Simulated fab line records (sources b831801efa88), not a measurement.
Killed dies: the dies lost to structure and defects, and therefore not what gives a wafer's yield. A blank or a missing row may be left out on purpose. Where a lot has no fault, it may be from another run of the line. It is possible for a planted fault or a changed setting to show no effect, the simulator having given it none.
The tool behind it: which one? || flow sky130 || 6 lots, 18 wafers sampled, at 3 steps of a route of 708

WHAT THE GAUGES SHOWED, per wafer
SKY_POLY_GATE_CD_MEAS_13: target cd 150 nm.
{"lot": "L168", "measured": "day 17 17:11", "on": "cd sem-02", "cd nm (nm)": "150.2 151.4 151.3"}
{"lot": "L169", "measured": "day 18 12:52", "on": "cd sem-01", "cd nm (nm)": "151.8 151.0 151.1"}
{"lot": "L173", "measured": "day 20 02:37", "on": "cd sem-01", "cd nm (nm)": "150.6 150.4 151.0"}
{"lot": "L180", "measured": "day 22 16:33", "on": "cd sem-01", "cd nm (nm)": "150.9 150.2 150.3"}
{"lot": "L184", "measured": "day 24 09:18", "on": "cd sem-01", "cd nm (nm)": "148.3 151.2 150.4"}
{"lot": "L187", "measured": "day 24 17:56", "on": "cd sem-02", "cd nm (nm)": "149.3 149.1 148.3"}

EACH LOT AND THE TOOL THAT RAN IT (in order: tool; ch and the chambers of the sampled wafers; start)
{"lot": "L168", "SKY_SONOS_ONO_ETCH_15": "rie diel-04 ch 1,2, day 13 23:22", "SKY_POLY_GATE_DEVELOP_12": "litho track-02 ch 0, day 17 17:00"}
{"lot": "L169", "SKY_SONOS_ONO_ETCH_15": "rie diel-02 ch 1,2,3, day 14 09:20", "SKY_POLY_GATE_DEVELOP_12": "litho track-03 ch 0, day 18 12:00"}
{"lot": "L173", "SKY_SONOS_ONO_ETCH_15": "rie diel-02 ch 1,2,3, day 15 14:01", "SKY_POLY_GATE_DEVELOP_12": "litho track-03 ch 0, day 20 02:00"}
{"lot": "L180", "SKY_SONOS_ONO_ETCH_15": "rie diel-01 ch 0,1,3, day 18 10:23", "SKY_POLY_GATE_DEVELOP_12": "litho track-01 ch 0, day 22 16:00"}
{"lot": "L184", "SKY_SONOS_ONO_ETCH_15": "rie diel-01 ch 0,2,3, day 20 04:40", "SKY_POLY_GATE_DEVELOP_12": "litho track-01 ch 0, day 24 09:00"}
{"lot": "L187", "SKY_SONOS_ONO_ETCH_15": "rie diel-04 ch 1,2, day 20 14:14", "SKY_POLY_GATE_DEVELOP_12": "litho track-01 ch 0, day 24 17:00"}
- SKY_SONOS_ONO_ETCH_15: etches the open film in CHF3/O2, target depth 19.52 nm, time 7.8 s.
- SKY_POLY_GATE_DEVELOP_12: develop time 60 s.

THE ANSWER, worked out from the rows above alone
Rule: the lots themselves supply what counts as usual. Put in order of their means at a reading, lots are off if they are a third of the lots or fewer, leave a main group of 4 or more, and stand apart from it by a gap of 3 or more times the standard deviation of the main group's means; of several such gaps the widest counts. A main group whose means are all the same, to the digits that the tables above print for the reading, isn't used. Also off: a lot with no number at a reading for which 4 or more lots have one. All remaining lots with rows at the step are treated as sound.
Nothing can be told from this: no lot is off at any reading shown.

WHAT THE SIMULATOR PUT IN
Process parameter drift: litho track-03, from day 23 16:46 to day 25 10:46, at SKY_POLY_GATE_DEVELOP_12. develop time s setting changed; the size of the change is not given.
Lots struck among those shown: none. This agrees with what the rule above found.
